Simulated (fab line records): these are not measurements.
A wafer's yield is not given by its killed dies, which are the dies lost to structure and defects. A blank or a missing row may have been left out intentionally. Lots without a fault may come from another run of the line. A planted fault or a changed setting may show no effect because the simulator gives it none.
Comparing a struck lot with a sound one / flow sky130 / 15 out of 708 route steps
Sound: the wafers L896.1, L896.2, L896.6. Wafers L891.4, L891.5, L891.6 were the ones struck. At the end, the cause is stated.
Each step with rows lists, per side, the tool, then ch with its chambers, then its first start. Under that, the readings that differ: sound wafers / struck wafers / difference of the means / sigmas: that difference in standard deviations of wafers without a fault.
alike: a reading whose means differ by less than 2 such deviations, as well as words and numbers matching on both sides. not compared: withheld readings; readings where some wafer has no value; bounds like >300 that might hide an equal value; numbers whose values overlap and for which the record gives no deviation.
Wherever a step has rows on one side only, a row that says differs or no value, or a row with sigmas, the two part there. When numbers do not overlap yet have no deviation, they are printed without sigmas and do not part them. Lack of a reading on every wafer of one side parts them only where that side has two or more wafers.

first, 1 step without rows for these wafers: SKY_VT_ADJUST_NCORE_IMPLANT_09.
SKY_VT_ADJUST_NCORE_STRIP_10: strips in O2/N2.
  sound on plasma-asher-03 ch 0,1, day 13 19:28; struck on plasma-asher-03 ch 0,1, day 12 08:26
  alike: chamber-pressure-mTorr, drypump-motor-current-A, oes-product-au, strip-time-to-endpoint-s
  not compared: rf-hours-counter-h
SKY_VT_ADJUST_NCORE_TW_MEAS_11:
  sound on film-metro-01 at day 13 19:34; struck on film-metro-03 at day 12 08:32
  alike: VT_ADJUST_NCORE_TW
then, 7 steps without rows for these wafers: SKY_VT_ADJUST_HVTR_DEHYDRATE_00 (time 60 s); SKY_VT_ADJUST_HVTR_HMDS_01 (prime time 60 s); SKY_VT_ADJUST_HVTR_COAT_02 (resist thk 1140 nm); SKY_VT_ADJUST_HVTR_SOFTBAKE_03 (time 60 s); SKY_VT_ADJUST_HVTR_EXPOSE_04 (exposes mask HVTRM, target cd 380 nm); SKY_VT_ADJUST_HVTR_PEB_05; SKY_VT_ADJUST_HVTR_DEVELOP_06 (develop time 60 s).
SKY_VT_ADJUST_HVTR_CD_MEAS_07: target cd 380 nm.
  sound on cd-sem-01 at day 14 22:11; struck on cd-sem-02 at day 13 08:53
  alike: cd-nm
SKY_VT_ADJUST_HVTR_OVL_MEAS_08:
  sound on overlay-02 at day 14 22:18; struck on overlay-01 at day 13 08:57
  alike: VT_ADJUST_HVTR_OVL
SKY_VT_ADJUST_HVTR_IMPLANT_09:
  sound on implanter-02 ch 0, day 14 22:20; struck on implanter-04, day 13 09:03
  no value came back on the struck wafers for beam-energy-keV, beam-on-s (s); on the sound wafers beam-energy-keV reads 10.001 10.002 10.000
SKY_VT_ADJUST_HVTR_STRIP_10: strips in O2/N2.
  sound on plasma-asher-02 ch 0,1, day 14 22:29; struck on plasma-asher-01 ch 0,1, day 13 09:10
  alike: chamber-pressure-mTorr, drypump-motor-current-A, oes-product-au, strip-time-to-endpoint-s
  not compared: rf-hours-counter-h
SKY_VT_ADJUST_HVTR_TW_MEAS_11:
  sound on film-metro-04 at day 14 22:35; struck on film-metro-03 at day 13 09:15
reading=VT_ADJUST_HVTR_TW; sound=208.1 207.8 208.4; struck=29.6 29.5 29.6; difference=-178.5; sigmas=-99 or more

== WHERE THEY PART ==
At SKY_VT_ADJUST_HVTR_IMPLANT_09 first; at SKY_VT_ADJUST_HVTR_TW_MEAS_11 last (within this record only).

WHY: what the simulator had put in
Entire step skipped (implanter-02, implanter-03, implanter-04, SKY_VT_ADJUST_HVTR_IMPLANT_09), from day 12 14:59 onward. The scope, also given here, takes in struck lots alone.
